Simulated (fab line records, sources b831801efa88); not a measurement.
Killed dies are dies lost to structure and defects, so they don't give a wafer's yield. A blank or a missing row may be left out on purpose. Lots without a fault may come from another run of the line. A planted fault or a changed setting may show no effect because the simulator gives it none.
A struck lot beside a sound one | flow sky130 | 16 steps out of a route of 708
Sound: wafers L384.3, L384.5, L384.6. Struck: wafer L389.4. (L389.6 of the same lot was not struck and is left out.) The cause comes at the end.
At each step with rows: each side's tool, then ch and its chambers, then its first start. Under that, the readings that differ: sound wafers | struck wafers | difference of the means | sigmas: that difference in standard deviations of wafers without a fault.
alike: readings whose means differ by less than 2 such deviations, and words and numbers that are the same on both sides. not compared: withheld readings, readings that some wafer has no value for, bounds like >300 that may hide the same value, and numbers for which the record gives no deviation and whose values overlap.
The two part at a step that has a row with sigmas, a row that says differs or no value, or rows on one side only. Numbers that don't overlap but have no deviation are shown without sigmas and don't part them. A reading that every wafer of one side lacks parts them only if that side has two wafers or more.

first, 2 steps without rows for these wafers: SKY_VT_ADJUST_PCH_PEB_05; SKY_VT_ADJUST_PCH_DEVELOP_06 (develop time 60 s).
SKY_VT_ADJUST_PCH_OVL_MEAS_07:
  sound on overlay-01, day 11 00:32; struck on overlay-01, day 12 13:54
  reading                | sound       | struck | difference | sigmas
  VT_ADJUST_PCH_OVL (nm) | 2.3 1.8 1.6 | -2.0   | -3.9       | -3
then, 1 step without rows for these wafers: SKY_VT_ADJUST_PCH_IMPLANT_08.
SKY_VT_ADJUST_PCH_STRIP_09: strips in O2/N2.
  sound on plasma_asher-04 ch 0,1, day 11 00:44; struck on plasma_asher-04 ch 0, day 12 14:06
  alike: chamber_pressure_mTorr, drypump_motor_current_A, o2_flow_sccm, oes_product_au, strip_time_to_endpoint_s
  not compared: rf_hours_counter_h
SKY_VT_ADJUST_PCH_TW_MEAS_10:
  sound on film_metro-04, day 11 00:49; struck on film_metro-03, day 12 14:12
  alike: VT_ADJUST_PCH_TW
then, 6 steps without rows for these wafers: SKY_SONOS_TUNNEL_DEHYDRATE_00 (time 60 s); SKY_SONOS_TUNNEL_HMDS_01 (prime time 60 s); SKY_SONOS_TUNNEL_COAT_02 (resist thk 1140 nm); SKY_SONOS_TUNNEL_SOFTBAKE_03 (time 60 s); SKY_SONOS_TUNNEL_EXPOSE_04 (exposes mask TUNM, target cd 410 nm); SKY_SONOS_TUNNEL_PEB_05.
SKY_SONOS_TUNNEL_DEVELOP_06: develop time 60 s.
  sound on litho_track-04 ch 0, day 12 00:04; struck on litho_track-04 ch 0, day 13 14:54
SKY_SONOS_TUNNEL_CD_MEAS_07: target cd 410 nm.
  sound on cd_sem-01, day 12 00:13; struck on cd_sem-01, day 13 15:02
  reading    | sound             | struck | difference | sigmas
  cd_nm (nm) | 406.0 404.6 405.9 | 391.9  | -13.6      | -5
SKY_SONOS_TUNNEL_OVL_MEAS_08:
  sound on overlay-02, day 12 00:19; struck on overlay-01, day 13 15:07
  alike: SONOS_TUNNEL_OVL
then, 1 step without rows for these wafers: SKY_PAD_OPEN_PROBE_99.

WHERE THEY PART
First at SKY_VT_ADJUST_PCH_OVL_MEAS_07; last, within this record, at SKY_SONOS_TUNNEL_CD_MEAS_07. Later steps at which nothing parts them and some readings are alike: SKY_SONOS_TUNNEL_OVL_MEAS_08.

WHY: what the simulator had put in
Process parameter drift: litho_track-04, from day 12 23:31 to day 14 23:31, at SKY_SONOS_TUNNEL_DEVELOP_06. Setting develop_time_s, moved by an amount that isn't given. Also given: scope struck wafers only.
